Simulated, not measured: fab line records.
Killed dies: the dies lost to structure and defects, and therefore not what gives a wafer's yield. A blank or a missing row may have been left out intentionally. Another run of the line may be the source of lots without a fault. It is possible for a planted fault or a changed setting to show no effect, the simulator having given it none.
Chamber matching ; flow gf180mcu ; GF_V5_CMP_26 on cmp-02 has 4 sister chambers
The step polishes, stops on SiO2, t overpolish 15 s, target thk 0 nm. 18 wafers are shown with their chamber, then 9 later ones without.

## WAFERS PAIRED WITH THEIR CHAMBERS
wafer;chamber;motor-current-A (A);time-to-endpoint-s (s);overpolish-run-s (s)
L261.1;0;13.1;87;15.005
L261.3;1;13.8;79;15.006
L261.5;1;13.7;81;15.009
L263.2;1;13.8;81;15.009
L263.5;3;12.3;86;15.003
L263.6;0;12.7;86;15.004
L266.1;3;12.8;89;15.000
L266.2;0;13.8;90;15.008
L266.5;1;14.2;83;15.001
L269.1;3;12.4;88;15.005
L269.2;2;10.1;93;14.993
L269.3;0;13.3;88;15.006
L270.1;1;14.1;79;15.002
L270.3;3;13.3;85;15.004
L270.4;2;10.4;91;15.006
L274.1;2;11.3;93;15.007
L274.2;3;13.3;86;14.989
L274.4;0;13.0;91;15.021

SIGNATURES (means of the wafers above)
reading;chamber 0;chamber 1;chamber 2;chamber 3;scatter within a chamber
motor-current-A;13.180;13.920;10.600;12.820;0.426
time-to-endpoint-s;88.40;80.60;92.33;86.80;1.73
overpolish-run-s;15.00880;15.00540;15.00200;15.00020;0.00624
Rule: for each reading, subtract the chamber's mean from the wafer's reading, divide by that reading's scatter and square the result; add these up over the readings and take the root, which gives the wafer's distance from the chamber. The wafer belongs to the nearest chamber; if the next one is less than 2 further off, it can't be placed. How the scatter is found: for the shown wafers, subtract from each reading the mean of its chamber, square and add these, divide the total by (wafers less chambers), then take the root.

## WAFERS WHOSE CHAMBER IS MISSING
wafer;motor-current-A (A);time-to-endpoint-s (s);overpolish-run-s (s)
L277.1;13.2;76;15.007
L277.3;10.8;87;14.994
L277.5;10.1;90;14.992
L281.1;13.2;88;14.999
L281.4;10.8;91;14.996
L281.5;13.4;79;14.976
L282.4;10.6;94;15.007
L282.5;12.6;86;14.997
L282.6;13.1;90;14.989

## WHICH CHAMBER EACH WENT THROUGH
wafer;from the rows above;in truth
L277.1;1;1
L277.3;can't be placed: 2 or 3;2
L277.5;2;2
L281.1;can't be placed: 3 or 0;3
L281.4;2;2
L281.5;can't be placed: 1 or 3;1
L282.4;2;2
L282.5;can't be placed: 3 or 0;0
L282.6;can't be placed: 3 or 0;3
Placed correctly: 4 of 9. Unplaceable from these rows: 5, with the true chamber sitting among the candidates in 5. Number placed wrongly: 0.
